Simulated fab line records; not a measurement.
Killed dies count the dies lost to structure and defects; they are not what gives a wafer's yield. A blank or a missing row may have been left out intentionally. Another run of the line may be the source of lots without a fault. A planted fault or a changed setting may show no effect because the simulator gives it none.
Which tool was responsible? :: flow sky130 :: at 1 step of a route of 708, 13 lots with 39 wafers sampled

WHAT THE GAUGES READ, wafer by wafer
SKY_VT_ADJUST_LVTN_OVL_MEAS_18. Usual: for VT_ADJUST_LVTN_01_OVL the level is 0.3 nm and the standard deviation is 1.4.
lot: L497
measured: day 7 18:35
on: overlay-02
VT_ADJUST_LVTN_01_OVL (nm): 1.0 -0.1 2.4
flag: 

lot: L498
measured: day 8 01:35
on: overlay-02
VT_ADJUST_LVTN_01_OVL (nm): -0.2 -1.9 0.5
flag: 

lot: L499
measured: day 8 01:52
on: overlay-01
VT_ADJUST_LVTN_01_OVL (nm): 0.5 -0.6 -1.0
flag: 

lot: L500
measured: day 8 10:16
on: overlay-01
VT_ADJUST_LVTN_01_OVL (nm): -0.1 -2.5 0.0
flag: 

lot: L502
measured: day 9 14:10
on: overlay-01
VT_ADJUST_LVTN_01_OVL (nm): -1.1 -0.2 2.4
flag: 

lot: L503
measured: day 9 14:27
on: overlay-02
VT_ADJUST_LVTN_01_OVL (nm): 0.9 -0.3 -1.1
flag: 

lot: L501
measured: day 9 14:45
on: overlay-02
VT_ADJUST_LVTN_01_OVL (nm): -0.9 0.7 1.2
flag: 

lot: L504
measured: day 9 23:30
on: overlay-02
VT_ADJUST_LVTN_01_OVL (nm): 2.1 2.2 2.4
flag: 

lot: L505
measured: day 10 01:57
on: overlay-01
VT_ADJUST_LVTN_01_OVL (nm): 2.1 1.6 0.9
flag: 

lot: L506
measured: day 10 05:50
on: overlay-02
VT_ADJUST_LVTN_01_OVL (nm): 1.9 -0.8 -0.1
flag: 

lot: L515
measured: day 12 20:23
on: overlay-02
VT_ADJUST_LVTN_01_OVL (nm): -0.2 1.0 1.8
flag: 

lot: L516
measured: day 13 02:55
on: overlay-02
VT_ADJUST_LVTN_01_OVL (nm): 0.1 -1.2 -1.5
flag: 

lot: L520
measured: day 14 06:26
on: overlay-01
VT_ADJUST_LVTN_01_OVL (nm): 0.9 -0.1 -0.9
flag: 

TOOL THAT RAN EACH LOT (tool first, then ch and the chambers of the sampled wafers, then the start)
There is no process step in the record ahead of these readings.

WHAT THE TOOLS THEMSELVES READ (means of the sampled wafers that have a number; where no wafer has one, the mark that the record gives instead)
The record holds no such reading with a usual standard deviation.

THE ANSWER, worked out from the rows above alone
Rule: take the mean of a lot's wafers that have a number; if it is more than 3 standard deviations from the usual mean, the lot is off. Also off: a lot with no number at a reading for which 4 or more lots have one. The other lots that the step has rows for count as sound. First the gauges in route order, then the tools' own readings, where a lot's mean is used as printed above. At the first step where some lot is off, the reading lying furthest off is the one used; lots without a number count as furthest.
None of the lots is off at any reading shown; this tells nothing.

WHAT THE SIMULATOR HAD PUT IN
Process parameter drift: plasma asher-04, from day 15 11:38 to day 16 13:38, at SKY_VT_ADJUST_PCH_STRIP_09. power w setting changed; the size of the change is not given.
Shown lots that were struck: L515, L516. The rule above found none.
